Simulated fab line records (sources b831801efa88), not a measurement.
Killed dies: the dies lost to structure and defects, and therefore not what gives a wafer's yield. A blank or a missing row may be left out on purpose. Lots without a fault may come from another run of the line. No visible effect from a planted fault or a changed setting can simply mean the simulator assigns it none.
fab line records -- flow sky130
record lots=15, wafers=45, last_day=50
route steps=708 shown VT_ADJUST_HVTR@137
lots untouched by any fault: they come from a run of this same line in which no faults occurred
start_h: hours from the record's opening day to when the first of the lot's shown wafers began -- wait_h: hours from the lot's prior step to this one -- " the same as in the row above -- L1.1+2: a single row standing in for several wafers -- - value missing, or start not given -- * or withheld: withheld -- < > ~ a bound
route shown NAME@n: names a module that has steps shown in the file, with the first one's number in the route -- usual: the fault-free wafers' mean and standard deviation -- same: alike in all rows -- chamber/n: place in a boat -- sites: each site's reading -- _std_site: standard deviation across them -- _edge_site: the outer-site mean with the inner-site mean subtracted -- radius_mm: how far each site lies from the wafer's centre -- mask NAME#n: copy n -- behind: the tool/chamber that last shaped the wafer -- hold: what put the lot on hold/how long, in hours/how the hold closed -- device: the transistor (n, p or np) that didn't switch -- end of line: the same wafers' tests at the end of the route -- step lacking rows: just its recipe -- killed: dies lost to structure and defects at the first sort, not the wafer's yield -- map: the dies of a wafer, with x for killed, . for not killed, _ for no die there
set.NAME: the setting the step ran with; set.NAME@STEP: the setting that earlier step ran with -- model.NAME: the simulator's own value behind a step, which no gauge read
one table for each step of the route and one row for each wafer, over a sample of lots
## steps
# step SKY_VT_ADJUST_HVTR_DEVELOP_06
# recipe develop_time_s=60, dev_temp_c=23
# usual chill_plate_temp_C=23.00/0.11, develop_time_s=60/0
lot.wafer,tool,chamber,start_h,wait_h,chill_plate_temp_C,develop_time_s
L244.1,litho_track-01,0,204.07,0.1,22.94,60
L244.3,litho_track-01,0,204.07,0.1,22.82,60
L244.6,litho_track-01,0,204.07,0.1,22.90,60
L248.1,litho_track-02,0,235.06,0.1,22.88,60
L248.3,litho_track-02,0,235.06,0.1,22.88,60
L248.6,litho_track-02,0,235.06,0.1,22.89,60
L249.3,litho_track-04,0,241.34,0.1,22.92,60
L249.4,litho_track-04,0,241.34,0.1,22.78,60
L249.5,litho_track-04,0,241.34,0.1,22.94,60
L251.3,litho_track-02,0,257.11,0.1,22.91,60
L251.4,litho_track-02,0,257.11,0.1,22.94,60
L251.6,litho_track-02,0,257.11,0.1,22.91,60
L252.1,litho_track-02,0,260.36,0.1,23.07,60
L252.2,litho_track-02,0,260.36,0.1,22.89,60
L252.4,litho_track-02,0,260.36,0.1,23.08,60
L255.3,litho_track-01,-,288.92,0.1,-,-
L255.5,litho_track-01,-,288.92,0.1,-,-
L255.6,litho_track-01,-,288.92,0.1,-,-
L256.1,litho_track-04,-,291.24,0.1,-,-
L256.5,litho_track-04,-,291.24,0.1,-,-
L256.6,litho_track-04,-,291.24,0.1,-,-
L257.2,litho_track-01,-,297.85,0.1,-,-
L257.5,litho_track-01,-,297.85,0.1,-,-
L257.6,litho_track-01,-,297.85,0.1,-,-
L260.2,litho_track-04,0,319.91,0.1,23.18,60
L260.3,litho_track-04,0,319.91,0.1,23.23,60
L260.6,litho_track-04,0,319.91,0.1,23.08,60
L262.2,litho_track-04,0,333.41,0.1,22.83,60
L262.5,litho_track-04,0,333.41,0.1,23.00,60
L262.6,litho_track-04,0,333.41,0.1,23.06,60
L263.1,litho_track-04,0,342.34,0.1,23.07,60
L263.3,litho_track-04,0,342.34,0.1,23.06,60
L263.4,litho_track-04,0,342.34,0.1,23.04,60
L264.2,litho_track-04,0,347.66,0.1,23.06,60
L264.4,litho_track-04,0,347.66,0.1,23.07,60
L264.5,litho_track-04,0,347.66,0.1,23.14,60
L265.2,litho_track-04,0,352.71,0.1,22.99,60
L265.4,litho_track-04,0,352.71,0.1,23.32,60
L265.6,litho_track-04,0,352.71,0.1,22.87,60
L266.4,litho_track-04,0,365.56,0.1,23.02,60
L266.5,litho_track-04,0,365.56,0.1,22.99,60
L266.6,litho_track-04,0,365.56,0.1,23.00,60
L267.1,litho_track-01,0,374.97,0.1,23.12,60
L267.4,litho_track-01,0,374.97,0.1,23.08,60
L267.5,litho_track-01,0,374.97,0.1,23.05,60
## key
first_sign step=SKY_VT_ADJUST_HVTR_DEVELOP_06, reading=tool_record, direction=missing
effect none on later readings
met_at SKY_VT_ADJUST_HVTR_DEVELOP_06
struck_lots L255,L256,L257
sort_left_out L255.3,L255.5,L255.6,L256.1,L256.5,L256.6,L257.2,L257.5,L257.6
tester_left_out L255,L256,L257
onset_between 241.34 288.92
fault kind=skipped_step_whole, tool=litho_track-01,litho_track-04, chamber=-, onset_h=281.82, steps=SKY_VT_ADJUST_HVTR_DEVELOP_06, scope=struck_lots_only
# tester_left_out: of these lots the tester's yield and bins aren't shown, on N5 and GAA mostly nor the transistor test; their killed dies are dies lost to structure and defects alone, not to doping, threshold or leakage, so they don't give the yield
# sort_left_out: the simulated sort isn't trusted on such a fault, so these wafers' sort isn't shown, and their yield isn't known
